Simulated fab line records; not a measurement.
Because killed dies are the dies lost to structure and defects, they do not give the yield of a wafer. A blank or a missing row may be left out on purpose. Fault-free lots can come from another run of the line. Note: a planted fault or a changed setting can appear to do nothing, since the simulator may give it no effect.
Which tool was responsible? :: flow gf180mcu :: 12 lots, 36 wafers sampled, at 2 steps of a route of 602

== WHAT EACH GAUGE READ, for each wafer ==
GF_V3_RS_MEAS_24: uses a four-point probe to measure.
lot: L075
measured: day 22 15:10
on: film-metro-01
V3_W_RS (ohm/sq): 0.333 0.328 0.332

lot: L077
measured: day 23 12:05
on: film-metro-04
V3_W_RS (ohm/sq): 0.326 0.322 0.321

lot: L079
measured: day 24 06:55
on: film-metro-01
V3_W_RS (ohm/sq): 0.324 0.325 0.327

lot: L081
measured: day 25 03:43
on: film-metro-01
V3_W_RS (ohm/sq): 0.333 0.328 0.329

lot: L083
measured: day 25 23:29
on: film-metro-04
V3_W_RS (ohm/sq): 0.332 0.332 0.332

lot: L085
measured: day 26 06:18
on: film-metro-04
V3_W_RS (ohm/sq): 0.327 0.327 0.332

lot: L087
measured: day 26 22:14
on: film-metro-04
V3_W_RS (ohm/sq): 0.330 0.331 0.332

lot: L089
measured: day 27 12:07
on: film-metro-03
V3_W_RS (ohm/sq): 0.330 0.330 0.331

lot: L091
measured: day 28 04:32
on: film-metro-01
V3_W_RS (ohm/sq): 0.326 0.331 0.331

lot: L093
measured: day 28 18:36
on: film-metro-03
V3_W_RS (ohm/sq): 0.324 0.327 0.325

lot: L095
measured: day 29 11:06
on: film-metro-04
V3_W_RS (ohm/sq): 0.329 0.326 0.330

lot: L097
measured: day 29 16:16
on: film-metro-04
V3_W_RS (ohm/sq): 0.327 0.334 0.325

== WHAT TOOL EACH LOT RAN ON (gives the tool, then ch and the chambers of the sampled wafers, and finally the start) ==
lot: L075
GF_V3_STRIP_18: plasma-asher-04 ch 0,1, day 22 14:25

lot: L077
GF_V3_STRIP_18: plasma-asher-04 ch 0,1, day 23 11:19

lot: L079
GF_V3_STRIP_18: plasma-asher-04 ch 0,1, day 24 06:09

lot: L081
GF_V3_STRIP_18: plasma-asher-01 ch 0,1, day 25 02:55

lot: L083
GF_V3_STRIP_18: plasma-asher-01 ch 0,1, day 25 22:22

lot: L085
GF_V3_STRIP_18: plasma-asher-03 ch 0,1, day 26 05:34

lot: L087
GF_V3_STRIP_18: plasma-asher-01 ch 0,1, day 26 21:29

lot: L089
GF_V3_STRIP_18: plasma-asher-03 ch 0,1, day 27 11:21

lot: L091
GF_V3_STRIP_18: plasma-asher-03 ch 0,1, day 28 03:43

lot: L093
GF_V3_STRIP_18: plasma-asher-04 ch 0,1, day 28 17:44

lot: L095
GF_V3_STRIP_18: plasma-asher-03 ch 0,1, day 29 10:22

lot: L097
GF_V3_STRIP_18: plasma-asher-01 ch 0,1, day 29 15:31
- GF_V3_STRIP_18: strips in O2/N2.

== THE ANSWER, worked out from the rows above alone ==
Rule: the usual values come from the lots themselves. The widest of any qualifying gaps counts: lots, ordered by their means at a reading, are off when they make up no more than a third of the lots, leave a main group of 4 or more, and stand apart from it by 3 or more times the standard deviation of that group's means. A main group is skipped when, at the precision printed for the reading in the tables above, its means are all equal. A lot without any number at a reading at which 4 lots or more have one is off too. The other lots that the step has rows for count as sound.
Nothing can be told from this: no lot is off at any reading shown.

== WHAT THE SIMULATOR HAD INSERTED ==
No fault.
